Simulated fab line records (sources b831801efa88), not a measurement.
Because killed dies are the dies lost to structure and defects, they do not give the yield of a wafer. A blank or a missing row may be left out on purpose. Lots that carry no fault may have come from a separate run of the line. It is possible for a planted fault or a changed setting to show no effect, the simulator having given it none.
Matching of chambers || flow sky130 || 3 sister chambers for SKY_CONTACT_CVD_00 on pecvd-03
The step deposits Si3N4, target thk 75 nm. 6 wafers are shown with their chamber, then 12 later ones without.

## WAFERS, EACH WITH ITS CHAMBER
{"wafer": "L082.2", "chamber": 1, "heaterPowerW (W)": 708}
{"wafer": "L082.6", "chamber": 1, "heaterPowerW (W)": 735}
{"wafer": "L088.6", "chamber": 0, "heaterPowerW (W)": 600}
{"wafer": "L091.1", "chamber": 0, "heaterPowerW (W)": 594}
{"wafer": "L091.2", "chamber": 2, "heaterPowerW (W)": 667}
{"wafer": "L091.5", "chamber": 2, "heaterPowerW (W)": 685}

## WAFERS WHOSE CHAMBER IS MISSING
{"wafer": "L090.2", "heaterPowerW (W)": 534}
{"wafer": "L090.3", "heaterPowerW (W)": 545}
{"wafer": "L090.5", "heaterPowerW (W)": 553}
{"wafer": "L093.1", "heaterPowerW (W)": 652}
{"wafer": "L093.2", "heaterPowerW (W)": 776}
{"wafer": "L093.3", "heaterPowerW (W)": 616}
{"wafer": "L093.4", "heaterPowerW (W)": 757}
{"wafer": "L093.5", "heaterPowerW (W)": 680}
{"wafer": "L093.6", "heaterPowerW (W)": 510}
{"wafer": "L096.2", "heaterPowerW (W)": 772}
{"wafer": "L096.4", "heaterPowerW (W)": 780}
{"wafer": "L096.6", "heaterPowerW (W)": 687}

## THE CHAMBER EACH PASSED THROUGH
{"wafer": "L090.2", "from the rows above": 0, "in truth": 0}
{"wafer": "L090.3", "from the rows above": 0, "in truth": 0}
{"wafer": "L090.5", "from the rows above": 0, "in truth": 0}
{"wafer": "L093.1", "from the rows above": 2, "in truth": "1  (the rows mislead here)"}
{"wafer": "L093.2", "from the rows above": 1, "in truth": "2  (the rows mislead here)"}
{"wafer": "L093.3", "from the rows above": 0, "in truth": 0}
{"wafer": "L093.4", "from the rows above": 1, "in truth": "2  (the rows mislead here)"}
{"wafer": "L093.5", "from the rows above": 2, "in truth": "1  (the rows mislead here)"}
{"wafer": "L093.6", "from the rows above": 0, "in truth": 0}
{"wafer": "L096.2", "from the rows above": 1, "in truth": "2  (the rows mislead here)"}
{"wafer": "L096.4", "from the rows above": 1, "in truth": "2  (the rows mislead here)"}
{"wafer": "L096.6", "from the rows above": "can't be placed: 2 or 1", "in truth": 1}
Placed correctly: 5 of 12. Cannot be placed on the basis of these rows: 1; the candidates contain the true chamber in 1. Number placed wrongly: 6.
How it was worked out, from the rows above alone: a wafer's distance from a chamber is the root of the sum, over the readings, of the square of ((its reading less the chamber's mean) divided by the reading's scatter). If the next closest chamber is less than 2 further off than the closest, the wafer can't be placed; otherwise it belongs to the closest. The mean given for a chamber averages the wafers shown for that chamber. How the scatter is found: for the shown wafers, subtract from each reading the mean of its chamber, square and add these, divide the total by (wafers less chambers), then take the root.
